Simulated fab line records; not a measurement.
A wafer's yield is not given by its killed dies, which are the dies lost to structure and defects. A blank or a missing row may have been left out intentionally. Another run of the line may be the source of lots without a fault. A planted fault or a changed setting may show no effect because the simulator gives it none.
What tool caused it? / flow sky130 / 13 lots with 39 wafers sampled at 2 steps, on a route of 708 steps

## WHAT THE GAUGES READ, wafer by wafer
SKY_VT_ADJUST_HVTR_CD_MEAS_07 targets a cd of 380 nm. Usual: cd_nm 380.3 nm, standard deviation 2.6.
lot=L925; measured=day 9 18:19; on=cd_sem-01; cd_nm (nm)=376.2 377.0 375.4; flag=
lot=L927; measured=day 10 09:32; on=cd_sem-02; cd_nm (nm)=379.8 377.2 378.1; flag=
lot=L930; measured=day 11 03:32; on=cd_sem-02; cd_nm (nm)=381.1 385.0 383.9; flag=
lot=L931; measured=day 11 16:16; on=cd_sem-01; cd_nm (nm)=379.4 383.7 379.4; flag=
lot=L933; measured=day 12 04:41; on=cd_sem-02; cd_nm (nm)=378.1 377.8 376.9; flag=
lot=L934; measured=day 12 10:10; on=cd_sem-02; cd_nm (nm)=382.1 386.5 383.0; flag=
lot=L935; measured=day 12 22:28; on=cd_sem-01; cd_nm (nm)=382.8 382.1 381.0; flag=
lot=L941; measured=day 14 18:37; on=cd_sem-01; cd_nm (nm)=380.8 382.2 380.0; flag=
lot=L942; measured=day 15 02:13; on=cd_sem-01; cd_nm (nm)=379.5 380.1 380.0; flag=
lot=L943; measured=day 15 11:08; on=cd_sem-01; cd_nm (nm)=382.2 380.3 381.4; flag=
lot=L944; measured=day 15 11:10; on=cd_sem-02; cd_nm (nm)=379.6 376.3 378.2; flag=
lot=L945; measured=day 15 20:14; on=cd_sem-02; cd_nm (nm)=381.6 383.4 382.9; flag=
lot=L947; measured=day 16 14:22; on=cd_sem-02; cd_nm (nm)=378.9 378.9 378.2; flag=

SKY_VT_ADJUST_HVTR_OVL_MEAS_08. Usual: VT_ADJUST_HVTR_OVL gives -0.1 nm (standard deviation 1.2).
lot=L925; measured=day 9 18:26; on=overlay-02; VT_ADJUST_HVTR_OVL (nm)=-1.5 0.0 -0.4; flag=
lot=L927; measured=day 10 09:39; on=overlay-01; VT_ADJUST_HVTR_OVL (nm)=-0.7 0.0 -0.8; flag=
lot=L930; measured=day 11 03:38; on=overlay-01; VT_ADJUST_HVTR_OVL (nm)=-1.4 0.2 -2.7; flag=
lot=L931; measured=day 11 16:22; on=overlay-02; VT_ADJUST_HVTR_OVL (nm)=0.8 2.0 -0.8; flag=
lot=L933; measured=day 12 04:48; on=overlay-02; VT_ADJUST_HVTR_OVL (nm)=-0.8 1.5 1.9; flag=
lot=L934; measured=day 12 10:17; on=overlay-01; VT_ADJUST_HVTR_OVL (nm)=-1.2 -2.8 -1.8; flag=
lot=L935; measured=day 12 22:35; on=overlay-01; VT_ADJUST_HVTR_OVL (nm)=0.3 0.5 -0.3; flag=
lot=L941; measured=day 14 18:44; on=overlay-01; VT_ADJUST_HVTR_OVL (nm)=0.3 -1.4 -0.7; flag=
lot=L942; measured=day 15 02:20; on=overlay-02; VT_ADJUST_HVTR_OVL (nm)=1.2 -0.3 -0.6; flag=
lot=L943; measured=day 15 11:15; on=overlay-02; VT_ADJUST_HVTR_OVL (nm)=2.9 1.6 1.0; flag=
lot=L944; measured=day 15 11:17; on=overlay-01; VT_ADJUST_HVTR_OVL (nm)=-0.2 0.6 0.7; flag=
lot=L945; measured=day 15 20:19; on=overlay-02; VT_ADJUST_HVTR_OVL (nm)=1.0 -1.5 -0.9; flag=
lot=L947; measured=day 16 14:29; on=overlay-02; VT_ADJUST_HVTR_OVL (nm)=0.6 0.3 1.2; flag=

## EACH LOT AND THE TOOL THAT RAN IT (in order: tool; ch and the chambers of the sampled wafers; start)
Record: no process step prior to these readings.

## WHAT THE TOOLS THEMSELVES READ (means of the sampled wafers that have a number; where no wafer has one, the mark that the record gives instead)
The record holds no such reading with a usual standard deviation.

## THE ANSWER, worked out from the rows above alone
Rule: a lot is off if the mean of its wafers that have a number lies more than 3 standard deviations from the usual mean. A lot without any number at a reading at which 4 lots or more have one is off too. Where the step has rows for the other lots, those lots are counted as sound. After the gauges, taken in route order, come the tools' own readings; for these a lot's mean is taken, as printed above. At the first step where some lot is off, the reading lying furthest off is the one used; lots without a number count as furthest.
Nothing can be told from this: no lot is off at any reading shown.

## WHAT WAS PUT IN BY THE SIMULATOR
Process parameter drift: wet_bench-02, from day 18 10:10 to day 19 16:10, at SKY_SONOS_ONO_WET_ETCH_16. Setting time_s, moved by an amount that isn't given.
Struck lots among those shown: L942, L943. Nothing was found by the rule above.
